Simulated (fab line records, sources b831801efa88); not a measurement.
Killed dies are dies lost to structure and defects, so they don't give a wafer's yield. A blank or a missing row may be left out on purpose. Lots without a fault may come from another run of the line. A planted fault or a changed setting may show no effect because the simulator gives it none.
Which tool did it? | flow sky130 | 7 lots, 21 wafers sampled, at 1 step of a route of 708

WHAT THE GAUGES READ, wafer by wafer
SKY_CONTACT_THK_MEAS_26: measures by xrf.
lot  | measured     | on            | CONTACT_W_THK (nm)
L680 | day 32 02:13 | film_metro-03 | 346 347 344
L684 | day 33 07:55 | film_metro-03 | 347 348 346
L690 | day 35 09:10 | film_metro-04 | 342 344 345
L692 | day 35 18:20 | film_metro-04 | 338 344 342
L696 | day 37 07:42 | film_metro-03 | 348 351 348
L698 | day 37 17:47 | film_metro-01 | 338 342 343
L701 | day 38 12:29 | film_metro-01 | 335 342 342

WHICH TOOL RAN EACH LOT (tool, then ch and the chambers of the sampled wafers, then the start)
The record holds no process step before these readings.

THE ANSWER, worked out from the rows above alone
Rule: what is usual is taken from the lots themselves. Put in order of their means at a reading, lots are off if they are a third of the lots or fewer, leave a main group of 4 or more, and stand apart from it by a gap of 3 or more times the standard deviation of the main group's means; of several such gaps the widest counts. A main group whose means are all the same, to the digits that the tables above print for the reading, isn't used. A lot without any number at a reading at which 4 lots or more have one is off too. The other lots that the step has rows for count as sound.
No lot is off at any reading shown: from this, nothing can be told.

WHAT THE SIMULATOR HAD PUT IN
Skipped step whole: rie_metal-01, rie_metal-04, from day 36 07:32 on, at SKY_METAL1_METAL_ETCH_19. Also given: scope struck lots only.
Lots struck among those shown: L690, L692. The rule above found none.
